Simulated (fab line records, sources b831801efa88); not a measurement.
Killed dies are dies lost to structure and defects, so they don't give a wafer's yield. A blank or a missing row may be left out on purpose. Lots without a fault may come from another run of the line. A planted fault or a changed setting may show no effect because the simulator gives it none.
Chamber matching | flow sky130 | SKY_LI_CONTACT_CMP_24 on cmp-01: 4 sister chambers
The step polishes, stops on PSG, t overpolish 20 s, target thk 0 nm. 8 wafers are shown with their chamber, then 8 later ones without.

WAFERS WITH THEIR CHAMBER
wafer  | chamber | motor_current_A (A) | time_to_endpoint_s (s)
L727.3 | 3       | 10.0                | 94
L729.5 | 2       | 11.0                | 95
L732.2 | 3       | 9.9                 | 90
L732.5 | 0       | 10.3                | 98
L736.2 | 1       | 11.0                | 90
L736.3 | 2       | 11.5                | 93
L736.5 | 0       | 10.8                | 95
L743.2 | 1       | 10.8                | 95

WAFERS WITHOUT THEIR CHAMBER
wafer  | motor_current_A (A) | time_to_endpoint_s (s)
L743.3 | 10.4                | 102
L743.5 | 11.7                | 99
L746.2 | 11.5                | 103
L746.3 | 10.8                | 94
L746.4 | 10.4                | 90
L750.2 | 10.8                | 100
L750.5 | 11.9                | 100
L750.6 | 9.9                 | 90

WHICH CHAMBER EACH WENT THROUGH
wafer  | from the rows above               | in truth
L743.3 | can't be placed: 0 or 1           | 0
L743.5 | can't be placed: 2 or 1 or 0      | 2
L746.2 | can't be placed: 2 or 0 or 1      | 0
L746.3 | can't be placed: 1 or 0 or 2      | 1
L746.4 | can't be placed: 3 or 1 or 0 or 2 | 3
L750.2 | can't be placed: 0 or 2 or 1      | 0
L750.5 | can't be placed: 2 or 1 or 0      | 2
L750.6 | 3                                 | 3
Placed correctly: 1 of 8. Can't be placed from these rows: 7 (the true chamber is among the candidates in 7). Placed wrongly: 0.
How it was worked out, from the rows above alone: a wafer's distance from a chamber is the root of the sum, over the readings, of the square of ((its reading less the chamber's mean) divided by the reading's scatter). The wafer belongs to the nearest chamber; if the next one is less than 2 further off, it can't be placed. A chamber's mean is the mean of its shown wafers. The scatter: the root of (the sum of the squares of (reading less its chamber's mean) over the shown wafers, divided by (wafers less chambers)).
